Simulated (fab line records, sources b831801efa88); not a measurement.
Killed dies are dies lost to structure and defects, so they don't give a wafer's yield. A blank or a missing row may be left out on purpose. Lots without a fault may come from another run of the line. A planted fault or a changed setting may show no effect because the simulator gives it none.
A struck lot beside a sound one | flow gf180mcu | 17 steps out of a route of 602
Sound: wafers L395.1, L395.2, L395.5. Struck: wafer L397.1. (L397.4, L397.5 of the same lot were not struck and are left out.) The cause comes at the end.
At each step with rows: each side's tool, then ch and its chambers, then its first start. Under that, the readings that differ: sound wafers | struck wafers | difference of the means | sigmas: that difference in standard deviations of wafers without a fault.
alike: readings whose means differ by less than 2 such deviations, and words and numbers that are the same on both sides. not compared: withheld readings, readings that some wafer has no value for, bounds like >300 that may hide the same value, and numbers for which the record gives no deviation and whose values overlap.
The two part at a step that has a row with sigmas, a row that says differs or no value, or rows on one side only. Numbers that don't overlap but have no deviation are shown without sigmas and don't part them. A reading that every wafer of one side lacks parts them only if that side has two wafers or more.

first, 4 steps without rows for these wafers: GF_SAB_SOFTBAKE_05 (time 60 s); GF_SAB_EXPOSE_06 (exposes mask SAB, target cd 420 nm); GF_SAB_PEB_07; GF_SAB_DEVELOP_08 (develop time 58.63 s).
GF_SAB_CD_MEAS_09: target cd 420 nm.
  sound on cd_sem-02, day 18 09:20; struck on cd_sem-02, day 19 06:40
  reading    | sound             | struck | difference | sigmas
  cd_nm (nm) | 422.2 420.8 423.2 | 417.6  | -4.5       | -2
GF_SAB_OVL_MEAS_10:
  sound on overlay-02, day 18 09:27; struck on overlay-01, day 19 06:47
  alike: SAB_OVL
GF_SAB_ETCH_11: etches SiO2 in C4F8/O2/Ar, target depth 55 nm, time 8.5 s.
  sound on rie_diel-03 ch 1,2, day 18 09:29; struck on rie_diel-01 ch 3, day 19 06:49
  alike: oes_product_au
  not compared: rf_hours_counter_h
then, 1 step without rows for these wafers: GF_SAB_WET_ETCH_12 (etches SiO2 in dHF, target depth 22 nm, time 440 s).
GF_SAB_STRIP_13: strips in O2/N2.
  sound on plasma_asher-01 ch 0,1, day 18 09:38; struck on plasma_asher-03 ch 1, day 19 06:59
  reading                     | sound             | struck | difference | sigmas
  drypump_motor_current_A (A) | 5.73 5.06 5.08    | 6.09   | +0.80      | +3
  n2_flow_sccm (sccm)         | 301.2 300.6 300.7 | 298.9  | -1.9       | -2
  alike: heater_power_w, oes_product_au, strip_time_to_endpoint_s
  not compared: rf_hours_counter_h
then, 2 steps without rows for these wafers: GF_SALICIDE_CLEAN_00 (cleans in SC1/SC2, time 150 s); GF_SALICIDE_WET_ETCH_01 (etches SiO2 in dHF, target depth 5 nm, time 100 s).
GF_SALICIDE_SPUTTER_02: material Co, target thk 10 nm, time 20 s.
  sound on pvd_sputter-02, day 18 09:49; struck on pvd_sputter-04, day 19 07:10
  alike: throttle_valve_pct
GF_SALICIDE_SPUTTER_03: material TiN, target thk 20 nm, time 16.7 s.
  sound on pvd_sputter-02, day 18 09:51; struck on pvd_sputter-04, day 19 07:12
  reading                                      | sound             | struck | difference | sigmas
  model.TiN_of_SALICIDE_SPUTTER_03.thk_nm (nm) | 20.58 20.56 20.74 | 21.34  | +0.71      |
  alike: throttle_valve_pct
GF_SALICIDE_RS_MEAS_04: measures by four-point-probe.
  sound on film_metro-03, day 18 09:52; struck on film_metro-03, day 19 07:14
  alike: SALICIDE_TIN_RS
GF_SALICIDE_THK_MEAS_05: measures by xrf.
  sound on film_metro-03, day 18 09:59; struck on film_metro-03, day 19 07:21
  reading               | sound             | struck | difference | sigmas
  SALICIDE_TIN_THK (nm) | 20.48 20.46 20.58 | 21.28  | +0.77      | +3
  not compared: hold
GF_SALICIDE_RTA_06: time 30 s.
  sound on rtp_anneal-02 ch 0, day 18 10:03; struck on rtp_anneal-01 ch 0, day 19 07:25
  alike: lamp_power_pct, wafer_temp_C_max
  not compared: hold
then, 1 step without rows for these wafers: GF_PASSIVATION_PROBE_99.

WHERE THEY PART
First at GF_SAB_CD_MEAS_09; last, within this record, at GF_SALICIDE_THK_MEAS_05. Later steps at which nothing parts them and some readings are alike: GF_SALICIDE_RTA_06.

WHY: what the simulator had put in
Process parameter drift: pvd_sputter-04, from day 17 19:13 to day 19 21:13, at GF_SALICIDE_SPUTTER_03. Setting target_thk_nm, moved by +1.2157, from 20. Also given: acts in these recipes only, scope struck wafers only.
